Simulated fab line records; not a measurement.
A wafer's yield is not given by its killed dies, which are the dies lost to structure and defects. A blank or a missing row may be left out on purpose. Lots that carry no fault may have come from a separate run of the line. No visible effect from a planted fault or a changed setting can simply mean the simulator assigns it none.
Commonality check across tools + flow gf180mcu + 39 wafers sampled across 13 lots

WHY IT WAS OPENED
Flagged at GF_HV_LDD_CD_MEAS_19: reading cd nm, on 2 of 13 lots. Wafers without a fault read 400.1 nm, standard deviation 2.2.
Rule: a lot is flagged in two cases, either no wafer of it has a number, or all its wafers with numbers fall more than 4 standard deviations from that mean. The other lots count as sound.

| lot  | measured     | on        | cd nm (nm), wafer by wafer | flag    |
|------|--------------|-----------|----------------------------|---------|
| L669 | day 11 00:07 | cd sem-01 | 398.9 399.7 400.1          |         |
| L671 | day 11 14:52 | cd sem-01 | 399.6 399.9 401.5          |         |
| L672 | day 11 15:31 | cd sem-01 | 401.6 401.7 400.1          |         |
| L674 | day 12 08:59 | cd sem-02 | 396.9 398.6 398.8          |         |
| L675 | day 12 14:56 | cd sem-01 | 399.7 398.1 398.9          |         |
| L677 | day 13 05:40 | cd sem-01 | 403.5 401.4 402.0          |         |
| L678 | day 13 19:56 | cd sem-01 | 402.1 399.6 400.0          |         |
| L679 | day 14 03:53 | cd sem-02 | 400.5 398.0 397.4          |         |
| L682 | day 15 02:40 | cd sem-02 | 365.5 365.0 365.5          | FLAGGED |
| L684 | day 15 20:49 | cd sem-01 | 363.6 364.1 361.5          | FLAGGED |
| L690 | day 17 10:29 | cd sem-01 | 399.7 401.8 403.2          |         |
| L691 | day 17 21:02 | cd sem-01 | 396.7 396.9 397.2          |         |
| L692 | day 18 01:43 | cd sem-01 | 398.7 401.6 401.3          |         |
Average over the flagged lots: 364.2 nm; offset from the usual -35.9 nm, equal to -16 standard deviations.

EACH LOT AND THE TOOL IT RAN ON
Before the reading, the record contains 2 process steps out of a 602-step route. Read each cell as the tool, then ch plus the chambers that the sampled wafers visited, then the start.
| lot  | flag    | GF_VT_IMPLANT_RTA_45             | GF_HV_LDD_EXPOSE_16                 |
|------|---------|----------------------------------|-------------------------------------|
| L669 |         | rtp anneal-02 ch 0, day 7 18:43  | iline stepper-01 ch 0, day 10 15:01 |
| L671 |         | rtp anneal-02 ch 0, day 8 02:47  | iline stepper-01 ch 0, day 11 04:53 |
| L672 |         | rtp anneal-01 ch 0, day 8 08:01  | iline stepper-02 ch 0, day 11 06:19 |
| L674 |         | rtp anneal-02 ch 0, day 8 23:28  | iline stepper-01 ch 0, day 11 23:35 |
| L675 |         | rtp anneal-01 ch 0, day 9 04:50  | iline stepper-02 ch 0, day 12 05:29 |
| L677 |         | rtp anneal-02 ch 0, day 9 20:09  | iline stepper-01 ch 0, day 12 19:38 |
| L678 |         | rtp anneal-02 ch 0, day 10 08:15 | iline stepper-01 ch 0, day 13 09:59 |
| L679 |         | rtp anneal-01 ch 0, day 10 12:17 | iline stepper-01 ch 0, day 13 17:59 |
| L682 | FLAGGED | rtp anneal-02 ch 0, day 11 08:01 | iline stepper-01 ch 0, day 14 16:25 |
| L684 | FLAGGED | rtp anneal-02 ch 0, day 12 00:50 | iline stepper-01 ch 0, day 15 10:06 |
| L690 |         | rtp anneal-01 ch 0, day 13 13:23 | iline stepper-02 ch 0, day 16 23:14 |
| L691 |         | rtp anneal-01 ch 0, day 13 21:34 | iline stepper-02 ch 0, day 17 09:26 |
| L692 |         | rtp anneal-01 ch 0, day 14 02:14 | iline stepper-02 ch 0, day 17 14:25 |
These steps, and what they do:
- GF_VT_IMPLANT_RTA_45: time 30 s.
- GF_HV_LDD_EXPOSE_16: exposes mask Pplus LV AREA, target cd 400 nm.
- GF_HV_LDD_CD_MEAS_19: target cd 400 nm.

FLAGGED OVER TOTAL, TOOL BY TOOL (the gauges that took the reading come last)
| step                 | tool             | lots run | flagged | share of the flagged lots | sound lots run after its first flagged lot |
|----------------------|------------------|----------|---------|---------------------------|--------------------------------------------|
| GF_VT_IMPLANT_RTA_45 | rtp anneal-01    | 6        | 0       | none                      | -                                          |
| GF_VT_IMPLANT_RTA_45 | rtp anneal-02    | 7        | 2       | all                       | 0                                          |
| GF_HV_LDD_EXPOSE_16  | iline stepper-01 | 8        | 2       | all                       | 0                                          |
| GF_HV_LDD_EXPOSE_16  | iline stepper-02 | 5        | 0       | none                      | -                                          |
| GF_HV_LDD_CD_MEAS_19 | cd sem-01        | 10       | 1       | some                      | 3 (L690,L691,L692)                         |
| GF_HV_LDD_CD_MEAS_19 | cd sem-02        | 3        | 1       | some                      | 0                                          |

WHAT IS ALLOWED BY THE TABLE
2 rows of the table ran every flagged lot: rtp anneal-02 at GF_VT_IMPLANT_RTA_45, iline stepper-01 at GF_HV_LDD_EXPOSE_16.
- rtp anneal-02 at GF_VT_IMPLANT_RTA_45: 2 of its 7 lots flagged. A fault beginning between L678 (day 10 08:15), its last sound lot, and L682 (day 11 08:01), its first flagged one, fits the data.
- iline stepper-01 at GF_HV_LDD_EXPOSE_16: 2 of its 8 lots flagged. A fault beginning between L679 (day 13 17:59), its last sound lot, and L682 (day 14 16:25), its first flagged one, fits the data. Its own readings (exposure dose mJ cm2) fall more than 4 standard deviations out on all wafers of the flagged lots.
A lot count leaves these 2 tools indistinguishable: every one of them fits a fault beginning at some hour. More lots, or a look at what each step does to the wafer, might.

WHAT WAS PUT IN BY THE SIMULATOR
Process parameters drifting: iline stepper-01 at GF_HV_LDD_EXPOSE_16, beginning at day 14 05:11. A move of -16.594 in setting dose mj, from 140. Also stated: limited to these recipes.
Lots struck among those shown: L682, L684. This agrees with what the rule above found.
